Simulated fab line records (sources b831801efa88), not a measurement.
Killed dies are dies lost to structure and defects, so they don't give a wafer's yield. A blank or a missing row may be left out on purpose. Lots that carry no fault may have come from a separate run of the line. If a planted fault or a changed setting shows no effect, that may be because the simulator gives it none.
Which tool did it? :: flow sky130 :: 6 lots with 18 wafers sampled at 3 steps, on a route of 708 steps

WHAT THE GAUGES SHOWED, per wafer
SKY_LDD_P_OVL_MEAS_08.
lot: L774
measured: day 16 20:07
on: overlay-02
LDD_P_OVL (nm): -0.8 -1.0 -0.4

lot: L778
measured: day 18 03:07
on: overlay-02
LDD_P_OVL (nm): 0.2 1.3 -0.7

lot: L780
measured: day 19 06:25
on: overlay-01
LDD_P_OVL (nm): -0.9 -1.6 -2.8

lot: L792
measured: day 30 07:10
on: overlay-01
LDD_P_OVL (nm): 0.3 -0.5 0.1

lot: L793
measured: day 30 11:16
on: overlay-01
LDD_P_OVL (nm): -1.0 -2.0 -1.2

lot: L795
measured: day 30 14:49
on: overlay-01
LDD_P_OVL (nm): -1.1 -1.6 -2.0

EACH LOT AND THE TOOL THAT RAN IT (in order: tool; ch and the chambers of the sampled wafers; start)
lot: L774
SKY_POLY_GATE_ETCH_17: rie-si-01 ch 0,3, day 14 09:29
SKY_LDD_N_IMPLANT_13: implanter-02 ch 0, day 15 15:44

lot: L778
SKY_POLY_GATE_ETCH_17: rie-si-01 ch 0,1, day 15 15:23
SKY_LDD_N_IMPLANT_13: implanter-04 ch 0, day 16 21:49

lot: L780
SKY_POLY_GATE_ETCH_17: rie-si-01 ch 0,1,2, day 16 13:19
SKY_LDD_N_IMPLANT_13: implanter-04 ch 0, day 18 00:27

lot: L792
SKY_POLY_GATE_ETCH_17: rie-si-01 ch 0,1,2, day 27 20:35
SKY_LDD_N_IMPLANT_13: implanter-02 ch 0, day 29 02:33

lot: L793
SKY_POLY_GATE_ETCH_17: rie-si-02 ch 0,1,3, day 27 23:27
SKY_LDD_N_IMPLANT_13: implanter-02 ch 0, day 29 06:03

lot: L795
SKY_POLY_GATE_ETCH_17: rie-si-02 ch 1,2, day 28 01:49
SKY_LDD_N_IMPLANT_13: implanter-03 ch 0, day 29 10:00
- SKY_POLY_GATE_ETCH_17: etches poly-Si in HBr/Cl2, stops on SiO2, target depth 180 nm, time 70.5 s.
- SKY_LDD_N_IMPLANT_13

THE ANSWER, worked out from the rows above alone
Rule: usual is defined by the lots themselves. Put in order of their means at a reading, lots are off if they are a third of the lots or fewer, leave a main group of 4 or more, and stand apart from it by a gap of 3 or more times the standard deviation of the main group's means; of several such gaps the widest counts. A main group is skipped when, at the precision printed for the reading in the tables above, its means are all equal. A lot without any number at a reading at which 4 lots or more have one is off too. Any other lot the step has rows for is counted as sound.
No lot is off at any reading shown: from this, nothing can be told.

WHAT THE SIMULATOR HAD INSERTED
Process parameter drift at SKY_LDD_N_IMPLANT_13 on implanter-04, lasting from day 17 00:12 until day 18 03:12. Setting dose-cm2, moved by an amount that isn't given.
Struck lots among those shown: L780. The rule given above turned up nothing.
